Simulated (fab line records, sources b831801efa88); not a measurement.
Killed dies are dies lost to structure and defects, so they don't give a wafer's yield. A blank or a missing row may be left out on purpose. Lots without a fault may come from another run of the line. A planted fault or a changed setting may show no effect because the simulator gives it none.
One fault seen from 2 desks | flow sky130 | each desk has only its own numbers; what lay behind them comes last

THE METROLOGY DESK
What the gauges read, lot by lot, whatever tool the lot ran on: means of the sampled wafers that have a number. A lot is out of limits, marked OUT, if its mean lies more than 4 standard deviations from the usual mean; the brackets give that distance.
Columns: A = FIELD_ISO_CVD_03_THK at SKY_FIELD_ISO_THK_MEAS_04, usual 162.0 nm; B = cd_nm at SKY_FIELD_ISO_CD_MEAS_13, usual 150.1 nm; C = VT_ADJUST_HVTP_TW at SKY_VT_ADJUST_HVTP_TW_MEAS_11, usual 1352
lot  | first seen here | A     | B     | C
L370 | day 2 09:35     | 160.6 | 150.8 | 1356
L371 | day 2 16:10     | 164.0 | 151.4 | 1354
L372 | day 2 19:29     | 159.4 | 148.4 | 1335
L374 | day 3 05:59     | 162.0 | 149.0 | 1337
L375 | day 3 12:20     | 161.1 | 148.3 | 1336
L376 | day 3 16:04     | 162.8 | 149.4 | 1351
L378 | day 4 02:32     | 160.6 | 153.0 | 1362
L379 | day 4 07:51     | 161.9 | 151.4 | 1309
L381 | day 4 19:56     | 163.0 | 150.4 | 1282 (-4.4) OUT
L382 | day 5 02:12     | 161.4 | 150.6 | 1325
L387 | day 5 23:53     | 164.2 | 150.4 | 1328
L388 | day 6 05:16     | 161.3 | 149.2 | 1350
This desk's finding: out of limits on L381; first on L381, day 10 11:42 (VT_ADJUST_HVTP_TW at SKY_VT_ADJUST_HVTP_TW_MEAS_11). In limits: L370, L371, L372, L374, L375, L376, L378, L379, L382, L387, L388.

THE TOOL OWNER'S DESK: implanter-04
The tool's own readings at SKY_VT_ADJUST_HVTP_IMPLANT_09: means of the sampled wafers that have a number, for each lot that ran on this tool. A lot is out of limits, marked OUT, if its mean lies more than 4 standard deviations from the usual mean; the brackets give that distance.
Columns: A = beam_energy_keV at SKY_VT_ADJUST_HVTP_IMPLANT_09, usual 150.01
lot  | first seen here | A
L370 | day 7 00:44     | 149.96
L371 | day 7 06:14     | 150.01
L372 | day 7 11:18     | 150.06
L374 | day 8 05:12     | 149.99
L376 | day 8 14:53     | 150.05
L379 | day 10 07:54    | 133.79 (-99 or more) OUT
L381 | day 10 11:27    | 133.84 (-99 or more) OUT
This desk's finding: out of limits on L379, L381; first on L379, day 10 07:54 (beam_energy_keV at SKY_VT_ADJUST_HVTP_IMPLANT_09). In limits: L370, L371, L372, L374, L376.

PUT TOGETHER
The tool owner's desk could have raised an alarm at day 10 07:54, on L379, L381.
The metrology desk could have raised an alarm at day 10 11:42, on L381.
The metrology desk has L379 on record, within its limits.
Of the lots named, all ran SKY_VT_ADJUST_HVTP_IMPLANT_09 on implanter-04.

WHAT THE SIMULATOR HAD PUT IN
Process parameter drift: implanter-04, from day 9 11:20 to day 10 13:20, at SKY_VT_ADJUST_HVTP_IMPLANT_09. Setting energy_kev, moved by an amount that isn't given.
Lots struck among those shown: L379, L381.
Hours from the fault's start to each desk's first reading out of limits: the tool owner's desk, 21; the metrology desk, 24.
